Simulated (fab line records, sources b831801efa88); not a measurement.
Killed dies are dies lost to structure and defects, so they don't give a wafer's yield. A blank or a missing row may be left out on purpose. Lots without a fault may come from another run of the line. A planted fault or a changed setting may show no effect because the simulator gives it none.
Which tool did it? | flow gf180mcu | 24 lots, 72 wafers sampled, at 6 steps of a route of 602

WHAT THE GAUGES READ, wafer by wafer
GF_V4_CD_MEAS_14: target cd 260 nm.
lot  | measured     | on        | cd_nm (nm)
L074 | day 24 00:49 | cd_sem-02 | 262.3 260.7 261.6
L075 | day 24 07:10 | cd_sem-01 | 262.1 261.1 261.0
L076 | day 25 02:00 | cd_sem-01 | 259.2 260.4 259.2
L077 | day 25 05:34 | cd_sem-01 | 260.2 259.5 257.9
L078 | day 25 16:49 | cd_sem-02 | 260.2 261.3 260.1
L080 | day 26 07:38 | cd_sem-01 | 260.8 260.2 260.6
L079 | day 26 09:57 | cd_sem-01 | 260.5 260.9 260.8
L081 | day 27 00:41 | cd_sem-01 | 257.7 259.8 259.4
L082 | day 27 06:05 | cd_sem-02 | 259.9 259.3 260.5
L083 | day 28 00:46 | cd_sem-02 | 259.8 260.0 260.7
L085 | day 28 00:55 | cd_sem-01 | 260.3 261.4 260.5
L084 | day 28 08:34 | cd_sem-02 | 261.7 262.0 262.5
L086 | day 28 20:01 | cd_sem-01 | 258.0 257.8 259.4
L087 | day 28 20:04 | cd_sem-02 | 258.9 258.2 258.6
L088 | day 29 04:17 | cd_sem-02 | 261.7 261.3 261.2
L089 | day 29 08:04 | cd_sem-02 | 259.5 261.3 258.8
L090 | day 29 17:13 | cd_sem-02 | 259.2 260.0 260.1
L092 | day 29 21:58 | cd_sem-02 | 260.0 259.9 259.8
L091 | day 29 23:02 | cd_sem-01 | 262.1 260.6 261.1
L093 | day 30 07:27 | cd_sem-02 | 258.4 259.4 259.1
L094 | day 30 15:25 | cd_sem-02 | 258.3 260.0 258.2
L095 | day 31 01:52 | cd_sem-01 | 258.6 259.8 258.7
L096 | day 31 04:43 | cd_sem-02 | 259.2 260.9 259.3
L097 | day 31 12:51 | cd_sem-02 | 259.5 257.2 258.6

GF_M5_CD_MEAS_07: target cd 280 nm.
lot  | measured     | on        | cd_nm (nm)
L074 | day 25 22:55 | cd_sem-02 | 280.4 281.2 280.4
L075 | day 26 03:58 | cd_sem-01 | 280.6 279.4 280.4
L076 | day 26 22:35 | cd_sem-02 | 278.5 279.8 278.9
L077 | day 27 01:42 | cd_sem-02 | 276.9 277.8 278.2
L078 | day 27 11:29 | cd_sem-01 | 280.5 281.3 280.4
L080 | day 28 02:44 | cd_sem-02 | 276.8 278.2 276.7
L079 | day 28 04:14 | cd_sem-01 | 281.0 280.6 280.2
L081 | day 28 17:35 | cd_sem-01 | 278.9 279.4 278.5
L082 | day 28 23:20 | cd_sem-02 | 279.8 279.6 279.1
L083 | day 29 17:59 | cd_sem-01 | 277.8 278.3 279.1
L085 | day 29 18:15 | cd_sem-01 | 279.3 278.3 279.0
L084 | day 30 00:40 | cd_sem-01 | 278.6 279.0 279.1
L086 | day 30 12:21 | cd_sem-02 | 279.3 279.0 279.2
L087 | day 30 11:40 | cd_sem-02 | 281.2 280.3 280.5
L088 | day 30 20:07 | cd_sem-02 | 280.9 280.8 281.0
L089 | day 30 22:59 | cd_sem-01 | 279.7 280.6 280.5
L090 | day 31 07:13 | cd_sem-01 | 279.5 279.9 279.4
L092 | day 31 12:41 | cd_sem-02 | 281.2 280.2 280.5
L091 | day 31 13:51 | cd_sem-02 | 279.4 278.8 278.5
L093 | day 31 18:22 | cd_sem-02 | 280.9 281.6 280.6
L094 | day 31 19:32 | cd_sem-02 | 280.5 282.2 279.9
L095 | day 31 19:50 | cd_sem-02 | 277.7 277.1 278.4
L096 | day 31 21:44 | cd_sem-02 | 281.7 281.4 280.9
L097 | day 33 09:22 | cd_sem-01 | 281.4 280.2 280.4

GF_V5_THK_MEAS_01.
lot  | measured     | on            | V5_CVD_00_THK (nm)
L074 | day 25 23:53 | film_metro-04 | 295.9 296.2 294.6
L075 | day 26 04:52 | film_metro-04 | 297.5 296.5 301.2
L076 | day 26 23:29 | film_metro-01 | 296.2 299.6 291.9
L077 | day 27 02:32 | film_metro-02 | 299.7 297.7 297.6
L078 | day 27 12:34 | film_metro-04 | 297.2 296.9 299.3
L080 | day 28 03:37 | film_metro-02 | 298.0 294.4 297.8
L079 | day 28 05:07 | film_metro-02 | 300.2 303.1 299.0
L081 | day 28 18:28 | film_metro-04 | 298.6 293.9 295.2
L082 | day 29 00:11 | film_metro-02 | 299.3 295.8 296.9
L083 | day 29 18:53 | film_metro-02 | 303.8 299.5 298.8
L085 | day 29 19:13 | film_metro-02 | 300.1 301.6 301.9
L084 | day 30 01:40 | film_metro-01 | 299.2 296.7 299.6
L086 | day 30 13:22 | film_metro-04 | 296.4 295.3 293.9
L087 | day 30 12:31 | film_metro-04 | 300.2 294.9 295.9
L088 | day 30 21:00 | film_metro-02 | 302.7 303.6 303.5
L089 | day 30 23:50 | film_metro-02 | 295.8 294.3 296.0
L090 | day 31 20:09 | film_metro-04 | 301.2 294.0 293.5
L092 | day 31 21:35 | film_metro-02 | 299.0 297.7 295.3
L091 | day 31 21:39 | film_metro-02 | 297.5 301.2 301.2
L093 | day 31 23:44 | film_metro-01 | 302.1 298.9 303.2
L094 | day 31 23:36 | film_metro-01 | 298.0 298.8 300.0
L095 | day 31 23:40 | film_metro-01 | 302.2 299.0 297.7
L096 | day 32 00:08 | film_metro-01 | 301.6 295.9 302.7
L097 | day 33 10:14 | film_metro-04 | 297.2 298.3 299.7

GF_V5_CD_MEAS_14: target cd 260 nm.
lot  | measured     | on        | cd_nm (nm)
L074 | day 26 20:31 | cd_sem-02 | 260.3 259.1 259.5
L075 | day 27 01:11 | cd_sem-02 | 260.1 258.1 258.6
L076 | day 27 19:56 | cd_sem-02 | 260.1 259.9 259.7
L077 | day 27 23:03 | cd_sem-01 | 258.4 259.0 260.0
L078 | day 28 09:10 | cd_sem-02 | 260.5 259.7 258.8
L080 | day 28 23:41 | cd_sem-01 | 262.2 262.7 262.7
L079 | day 29 00:21 | cd_sem-02 | 259.9 259.7 260.2
L081 | day 29 14:51 | cd_sem-02 | 261.7 261.1 260.4
L082 | day 29 19:49 | cd_sem-01 | 260.7 260.7 260.8
L083 | day 30 14:08 | cd_sem-01 | 260.3 260.3 261.5
L085 | day 30 14:32 | cd_sem-02 | 260.7 259.3 259.7
L084 | day 30 20:28 | cd_sem-02 | 260.5 258.7 258.2
L086 | day 31 07:37 | cd_sem-01 | 260.2 260.3 260.4
L087 | day 31 06:43 | cd_sem-02 | 258.5 260.6 260.3
L088 | day 31 15:13 | cd_sem-02 | 262.8 261.6 262.8
L089 | day 31 16:47 | cd_sem-02 | 257.3 257.9 256.9
L090 | day 32 02:56 | cd_sem-02 | 260.3 262.9 260.9
L092 | day 32 09:25 | cd_sem-02 | 261.2 258.8 260.5
L091 | day 32 10:19 | cd_sem-02 | 262.3 260.5 262.5
L093 | day 32 21:56 | cd_sem-01 | 259.2 258.7 258.8
L094 | day 32 20:47 | cd_sem-02 | 261.7 261.3 261.0
L095 | day 32 21:02 | cd_sem-02 | 258.4 259.0 259.2
L096 | day 32 22:05 | cd_sem-01 | 258.4 258.8 258.2
L097 | day 34 02:39 | cd_sem-02 | 260.2 260.1 259.8

WHICH TOOL RAN EACH LOT (tool, then ch and the chambers of the sampled wafers, then the start)
lot  | GF_M3_METAL_ETCH_16               | GF_MIM_METAL_ETCH_19
L074 | rie_metal-02 ch 1, day 20 22:42   | rie_metal-03 ch 0,1, day 25 00:47
L075 | rie_metal-02 ch 0,1, day 21 05:26 | rie_metal-02 ch 0,1, day 25 06:58
L076 | rie_metal-01 ch 0,1, day 22 01:39 | rie_metal-04 ch 0,1, day 26 01:44
L077 | rie_metal-01 ch 0,1, day 22 04:52 | rie_metal-03 ch 0,1, day 26 04:51
L078 | rie_metal-04 ch 0,1, day 22 19:07 | rie_metal-02 ch 0,1, day 26 15:25
L080 | rie_metal-01 ch 0,1, day 23 10:26 | rie_metal-03 ch 0,1, day 27 06:21
L079 | rie_metal-02 ch 0, day 23 11:23   | rie_metal-03 ch 0,1, day 27 08:02
L081 | rie_metal-01 ch 0, day 24 04:17   | rie_metal-04 ch 0, day 27 21:44
L082 | rie_metal-04 ch 0,1, day 24 10:14 | rie_metal-04 ch 0, day 28 03:56
L083 | rie_metal-01 ch 0,1, day 25 06:50 | rie_metal-04 ch 0,1, day 28 22:10
L085 | rie_metal-04 ch 0,1, day 25 08:31 | rie_metal-02 ch 0,1, day 28 22:19
L084 | rie_metal-02 ch 0,1, day 25 15:26 | rie_metal-04 ch 0,1, day 29 04:52
L086 | rie_metal-02 ch 0,1, day 26 03:26 | rie_metal-04 ch 0,1, day 29 17:29
L087 | rie_metal-04 ch 0,1, day 26 04:15 | rie_metal-02 ch 0,1, day 29 16:47
L088 | rie_metal-01 ch 0,1, day 26 13:47 | rie_metal-04 ch 0,1, day 30 00:56
L089 | rie_metal-01 ch 0,1, day 26 17:08 | rie_metal-03 ch 0,1, day 30 04:31
L090 | rie_metal-04 ch 0,1, day 27 03:32 | rie_metal-04 ch 0,1, day 30 13:02
L092 | rie_metal-04 ch 0,1, day 27 07:54 | rie_metal-03 ch 0,1, day 30 17:56
L091 | rie_metal-02 ch 0,1, day 27 09:14 | rie_metal-04 ch 0,1, day 30 19:23
L093 | rie_metal-02 ch 0,1, day 27 18:52 | rie_metal-03 ch 0,1, day 31 03:10
L094 | rie_metal-01 ch 0,1, day 28 02:08 | rie_metal-04 ch 0,1, day 31 11:13
L095 | rie_metal-01 ch 0,1, day 28 13:59 | rie_metal-03 ch 0,1, day 31 17:59
L096 | rie_metal-04 ch 0,1, day 28 16:38 | rie_metal-02 ch 0,1, day 31 18:34
L097 | rie_metal-02 ch 0,1, day 29 01:49 | rie_metal-04 ch 0,1, day 32 16:29
- GF_M3_METAL_ETCH_16: etches the open film in Cl2/BCl3, stops on SiO2, target depth 627.5 nm, time 104.6 s.
- GF_MIM_METAL_ETCH_19: etches the open film in Cl2/BCl3, stops on Si3N4, target depth 324.5 nm, time 54.1 s.

WHAT THE TOOLS THEMSELVES READ (means of the sampled wafers that have a number; where no wafer has one, the mark that the record gives instead)
GF_M3_METAL_ETCH_16.
lot  | tool         | drypump_motor_current_A (A) | oes_product_au (a.u.) | throttle_valve_pct (%)
L074 | rie_metal-02 | 5.6                         | 0.975                 | 28.251
L075 | rie_metal-02 | 5.9                         | 0.985                 | 28.244
L076 | rie_metal-01 | 5.7                         | 0.969                 | 28.252
L077 | rie_metal-01 | 5.9                         | 0.960                 | 28.266
L078 | rie_metal-04 | 6.1                         | 0.977                 | 28.248
L080 | rie_metal-01 | 5.7                         | 0.971                 | 28.266
L079 | rie_metal-02 | 6.1                         | 0.981                 | 28.238
L081 | rie_metal-01 | 6.1                         | 0.982                 | 28.245
L082 | rie_metal-04 | 5.8                         | 0.965                 | 28.262
L083 | rie_metal-01 | 5.7                         | 0.967                 | 28.258
L085 | rie_metal-04 | 6.1                         | 0.978                 | 28.247
L084 | rie_metal-02 | 5.8                         | 0.968                 | 28.249
L086 | rie_metal-02 | 5.9                         | 0.975                 | 28.243
L087 | rie_metal-04 | 5.8                         | 0.981                 | 28.237
L088 | rie_metal-01 | 5.7                         | 0.975                 | 28.248
L089 | rie_metal-01 | 5.9                         | 0.972                 | 28.245
L090 | rie_metal-04 | 5.7                         | 0.974                 | 28.258
L092 | rie_metal-04 | 5.8                         | 0.972                 | 28.242
L091 | rie_metal-02 | 5.9                         | 0.979                 | 28.239
L093 | rie_metal-02 | 5.8                         | 0.980                 | 28.237
L094 | rie_metal-01 | 5.7                         | 0.971                 | 28.249
L095 | rie_metal-01 | 5.7                         | 0.966                 | 28.249
L096 | rie_metal-04 | 6.1                         | 0.978                 | 28.245
L097 | rie_metal-02 | 5.9                         | 0.975                 | 28.247

GF_MIM_METAL_ETCH_19.
lot  | tool         | drypump_motor_current_A (A) | oes_product_au (a.u.) | throttle_valve_pct (%)
L074 | rie_metal-03 | 5.7                         | 0.941                 | 28.284
L075 | rie_metal-02 | 5.9                         | 0.950                 | 28.279
L076 | rie_metal-04 | 5.7                         | 0.942                 | 28.279
L077 | rie_metal-03 | 5.7                         | 0.943                 | 28.287
L078 | rie_metal-02 | 5.9                         | 0.943                 | 28.274
L080 | rie_metal-03 | 5.7                         | 0.935                 | 28.296
L079 | rie_metal-03 | 5.6                         | 0.942                 | 28.277
L081 | rie_metal-04 | 5.4                         | 0.944                 | 28.287
L082 | rie_metal-04 | 5.4                         | 0.937                 | 28.288
L083 | rie_metal-04 | 6.1                         | 0.937                 | 28.283
L085 | rie_metal-02 | 5.9                         | 0.945                 | 28.284
L084 | rie_metal-04 | 5.8                         | 0.940                 | 28.272
L086 | rie_metal-04 | 5.8                         | 0.939                 | 28.282
L087 | rie_metal-02 | 5.9                         | 0.942                 | 28.278
L088 | rie_metal-04 | 5.8                         | 0.943                 | 28.278
L089 | rie_metal-03 | 5.6                         | 0.939                 | 28.276
L090 | rie_metal-04 | 6.1                         | 0.944                 | 28.278
L092 | rie_metal-03 | 5.7                         | 0.949                 | 28.279
L091 | rie_metal-04 | 6.1                         | 0.931                 | 28.288
L093 | rie_metal-03 | 5.7                         | 0.949                 | 28.287
L094 | rie_metal-04 | 6.1                         | 0.949                 | 28.275
L095 | rie_metal-03 | 5.6                         | 0.937                 | 28.288
L096 | rie_metal-02 | 5.9                         | 0.934                 | 28.292
L097 | rie_metal-04 | 5.7                         | 0.935                 | 28.278

THE ANSWER, worked out from the rows above alone
Rule: what is usual is taken from the lots themselves. Put in order of their means at a reading, lots are off if they are a third of the lots or fewer, leave a main group of 4 or more, and stand apart from it by a gap of 3 or more times the standard deviation of the main group's means; of several such gaps the widest counts. A main group whose means are all the same, to the digits that the tables above print for the reading, isn't used. A lot without any number at a reading at which 4 lots or more have one is off too. The other lots that the step has rows for count as sound. The gauges are gone through in route order, then the tools' own readings, and for those a lot's mean is taken as printed above. The first step at which some lot is off is used, and at that step the reading that is off furthest; a lot without a number counts as furthest.
No lot is off at any reading shown: from this, nothing can be told.

WHAT THE SIMULATOR HAD PUT IN
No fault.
